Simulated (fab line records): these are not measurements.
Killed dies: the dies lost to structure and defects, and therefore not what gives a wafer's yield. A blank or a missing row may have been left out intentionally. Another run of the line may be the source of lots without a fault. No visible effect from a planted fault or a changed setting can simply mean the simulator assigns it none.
Struck lot and sound lot, side by side || flow sky130 || 28 steps out of a route of 708
Sound: the wafers L926.1, L926.2, L926.6. The struck wafers were L938.1, L938.4, L938.5. Last of all comes the cause.
Each step with rows lists, per side, the tool, then ch with its chambers, then its first start. Under that, the readings that differ: sound wafers || struck wafers || difference of the means || sigmas: that difference in standard deviations of wafers without a fault.
alike: words and numbers the same on both sides, and readings whose means are apart by under 2 such deviations; not compared: readings that were withheld, readings missing a value for some wafer, numbers with overlapping values and no deviation given by the record, and bounds like >300 which may hide the same value.
Wherever a step has rows on one side only, a row that says differs or no value, or a row with sigmas, the two part there. Non-overlapping numbers with no deviation appear without sigmas and do not part them. A reading that every wafer of one side lacks parts them only if that side has two wafers or more.

SKY_VIA4_ETCH_12: etches SiO2 in C4F8/O2/Ar, stops on TiN, target depth 580 nm.
  sound on rie_diel-04 ch 0,1,2, day 43 03:12; struck on rie_diel-03 ch 0,2, day 46 11:09
  alike: oes_product_au, rf_fwd_power_W
then, 5 steps without rows for these wafers: SKY_VIA4_STRIP_13 (strips in O2/N2); SKY_VIA4_STRIP_14 (strips in post etch residue remover, time 1200 s); SKY_VIA4_CLEAN_15 (cleans in IPA, time 180 s); SKY_VIA4_CLEAN_16 (cleans in O3/DIW); SKY_VIA4_SPUTTER_17 (material TiN, target thk 20 nm, time 80 s).
SKY_VIA4_CVD_18: deposits W, target thk 505 nm, time 152.14 s.
  sound on cvd_w-02 ch 0,1, day 43 03:58; struck on cvd_w-02 ch 0,1, day 46 11:52
  alike: heater_power_w
SKY_VIA4_RS_MEAS_19: measurement is done with a four-point probe.
  sound on film_metro-01 at day 43 04:07; struck on film_metro-03 at day 46 12:01
  alike: VIA4_W_RS
SKY_VIA4_THK_MEAS_20: measures by xrf.
  sound on film_metro-01 at day 43 04:14; struck on film_metro-03 at day 46 12:08
  alike: VIA4_W_THK
then, 2 steps without rows for these wafers: SKY_VIA4_CMP_21 (polishes, stops on SiO2, t overpolish 25 s, target thk 0 nm); SKY_METAL5_SPUTTER_00 (material Ti, target thk 15 nm, time 10 s).
SKY_METAL5_SPUTTER_01: material TiN, target thk 20 nm, time 16.7 s.
  sound on pvd_sputter-02 at day 43 04:37; struck on pvd_sputter-01 at day 46 12:31
  alike: cathode_dc_power_W, throttle_valve_pct
SKY_METAL5_SPUTTER_02: material AlCu, target thk 1150 nm, time 61.2 s.
  sound on pvd_sputter-02 at day 43 04:38; struck on pvd_sputter-01 at day 46 12:33
{"reading": "cathode_dc_power_W (W)", "sound": "10596 10603 10599", "struck": "10042 10043 10044", "difference": -556, "sigmas": "-99 or more"}
{"reading": "model.AlCu_of_METAL5_SPUTTER_02.thk_nm (nm)", "sound": "1145 1145 1153", "struck": "1083 1080 1099", "difference": -60, "sigmas": ""}
  alike: throttle_valve_pct
SKY_METAL5_SPUTTER_03: material Ti, target thk 5 nm, time 3.3 s.
  sound on pvd_sputter-02 at day 43 04:41; struck on pvd_sputter-01 at day 46 12:36
  alike: cathode_dc_power_W, throttle_valve_pct
SKY_METAL5_SPUTTER_04: material TiN, target thk 70 nm, time 58.3 s.
  sound on pvd_sputter-02 at day 43 04:43; struck on pvd_sputter-01 at day 46 12:37
  alike: cathode_dc_power_W, throttle_valve_pct
SKY_METAL5_RS_MEAS_05: measurement is done with a four-point probe.
  sound on film_metro-01 at day 43 04:45; struck on film_metro-02 at day 46 12:40
{"reading": "METAL5_ALCU_RS (ohm/sq)", "sound": "0.0271 0.0272 0.0270", "struck": "0.0288 0.0288 0.0283", "difference": "+0.0015", "sigmas": "+5"}
SKY_METAL5_THK_MEAS_06: measures by xrf.
  sound on film_metro-01 at day 43 04:52; struck on film_metro-02 at day 46 12:47
{"reading": "METAL5_ALCU_THK (nm)", "sound": "1167 1175 1166", "struck": "1107 1106 1130", "difference": -55, "sigmas": -3}
then, 8 steps without rows for these wafers: SKY_METAL5_DEHYDRATE_07 (time 60 s); SKY_METAL5_HMDS_08 (prime time 60 s); SKY_METAL5_COAT_09 (resist thk 1800 nm); SKY_METAL5_SOFTBAKE_10 (time 60 s); SKY_METAL5_EXPOSE_11 (exposes mask MM5, target cd 1600 nm); SKY_METAL5_PEB_12; SKY_METAL5_DEVELOP_13 (develop time 60 s); SKY_METAL5_DESCUM_14 (chemistry O2, time 11 s).
SKY_METAL5_METAL_ETCH_15: etches the open film in Cl2/BCl3, stops on SiO2, target depth 1260 nm, time 252 s.
  sound on rie_metal-04 ch 0,1, day 44 03:09; struck on rie_metal-04 ch 0, day 47 08:02
{"reading": "oes_product_au (a.u.)", "sound": "0.893 0.882 0.903", "struck": "0.886 0.871 0.881", "difference": -0.013, "sigmas": -3}
  alike: drypump_motor_current_A, mfc_cl2_sccm, rf_fwd_power_W, throttle_valve_pct
  not compared: rf_hours_counter_h
then, 1 step without rows for these wafers: SKY_METAL5_STRIP_16 (strips in O2/N2).
SKY_PAD_OPEN_PROBE_99:
  sound on prober-01 at day 46 01:14; struck on prober-01 at day 49 02:05
{"reading": "model.etest.met5.rs_ohm_sq", "sound": "0.02744 0.02733 0.0271", "struck": "0.02873 0.02924 0.02838", "difference": "+0.00149", "sigmas": ""}
{"reading": "model.etest.met5.line_ohm_um", "sound": "0.01709 0.01722 0.01706", "struck": "0.01789 0.01827 0.01768", "difference": "+0.00082", "sigmas": ""}
  alike: defect_limited_yield, killed_at_M0_to_M3, killed_at_M4_up, killed_at_contacts, killed_at_front_end, killed_at_other, killed_dies, killed_open, killed_short, sort_bin_3_pad_short, sort_bin_5_function, sort_bin_6_memory, sort_n_pass, sort_yield_pct

== WHERE THEY PART ==
Earliest at SKY_METAL5_SPUTTER_02; latest, in this record, at SKY_METAL5_METAL_ETCH_15. Later steps at which nothing parts them and some readings are alike: SKY_PAD_OPEN_PROBE_99.

WHY: what had been put in by the simulator
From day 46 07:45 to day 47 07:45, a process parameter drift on pvd_sputter-01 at SKY_METAL5_SPUTTER_02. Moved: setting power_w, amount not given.
